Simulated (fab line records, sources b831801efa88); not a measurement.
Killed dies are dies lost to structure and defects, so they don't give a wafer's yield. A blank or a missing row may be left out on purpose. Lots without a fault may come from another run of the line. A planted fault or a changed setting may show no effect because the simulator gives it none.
A struck lot beside a sound one | flow sky130 | 14 steps out of a route of 708
Sound: wafers L518.1, L518.2, L518.4. Struck: wafer L520.2. (L520.1, L520.4 of the same lot were not struck and are left out.) The cause comes at the end.
At each step with rows: each side's tool, then ch and its chambers, then its first start. Under that, the readings that differ: sound wafers | struck wafers | difference of the means | sigmas: that difference in standard deviations of wafers without a fault.
alike: readings whose means differ by less than 2 such deviations, and words and numbers that are the same on both sides. not compared: withheld readings, readings that some wafer has no value for, bounds like >300 that may hide the same value, and numbers for which the record gives no deviation and whose values overlap.
The two part at a step that has a row with sigmas, a row that says differs or no value, or rows on one side only. Numbers that don't overlap but have no deviation are shown without sigmas and don't part them. A reading that every wafer of one side lacks parts them only if that side has two wafers or more.

first, 2 steps without rows for these wafers: SKY_LDD_LDN_PEB_05; SKY_LDD_LDN_DEVELOP_06 (develop time 60 s).
SKY_LDD_LDN_OVL_MEAS_07:
  sound on overlay-01, day 24 15:43; struck on overlay-02, day 25 06:07
  alike: LDD_LDN_OVL
then, 4 steps without rows for these wafers: SKY_LDD_LDN_IMPLANT_08; SKY_LDD_LDN_IMPLANT_09; SKY_LDD_LDN_IMPLANT_10; SKY_LDD_LDN_IMPLANT_11.
SKY_LDD_LDN_STRIP_12: strips in O2/N2.
  sound on plasma_asher-03 ch 0,1, day 24 16:21; struck on plasma_asher-03 ch 0, day 25 06:45
  alike: drypump_motor_current_A, oes_product_au, strip_time_to_endpoint_s
  not compared: rf_hours_counter_h
SKY_LDD_LDN_TW_MEAS_13:
  sound on film_metro-03, day 24 16:27; struck on film_metro-02, day 25 06:51
  alike: LDD_LDN_TW
then, 2 steps without rows for these wafers: SKY_LDD_LDN_CLEAN_14 (cleans in SC1/SC2, time 150 s); SKY_SPACER_CVD_00 (deposits Si3N4 from DCS/NH3, target thk 43.1 nm, time 740 s).
SKY_SPACER_THK_MEAS_01:
  sound on film_metro-03, day 24 17:46; struck on film_metro-01, day 25 08:10
  alike: SPACER_CVD_00_THK
SKY_SPACER_ETCHBACK_02: etches Si3N4 in CH3F/O2, stops on SiO2, time 46.7 s, target depth 45 nm.
  sound on rie_diel-01 ch 0,1, day 24 17:50; struck on rie_diel-01 ch 2, day 25 08:14
  reading                                    | sound            | struck | difference | sigmas
  model.SiO2_of_SONOS_ONO_CVD_04.thk_nm (nm) | 4.094 4.16 4.115 | 0      | -4         |
  alike: ch3f_flow_sccm, drypump_motor_current_A, oes_product_au, throttle_valve_pct
  not compared: rf_hours_counter_h
then, 1 step without rows for these wafers: SKY_POLY_CUT_DEHYDRATE_00 (time 60 s).

WHERE THEY PART
Nowhere in this record.

WHY: what the simulator had put in
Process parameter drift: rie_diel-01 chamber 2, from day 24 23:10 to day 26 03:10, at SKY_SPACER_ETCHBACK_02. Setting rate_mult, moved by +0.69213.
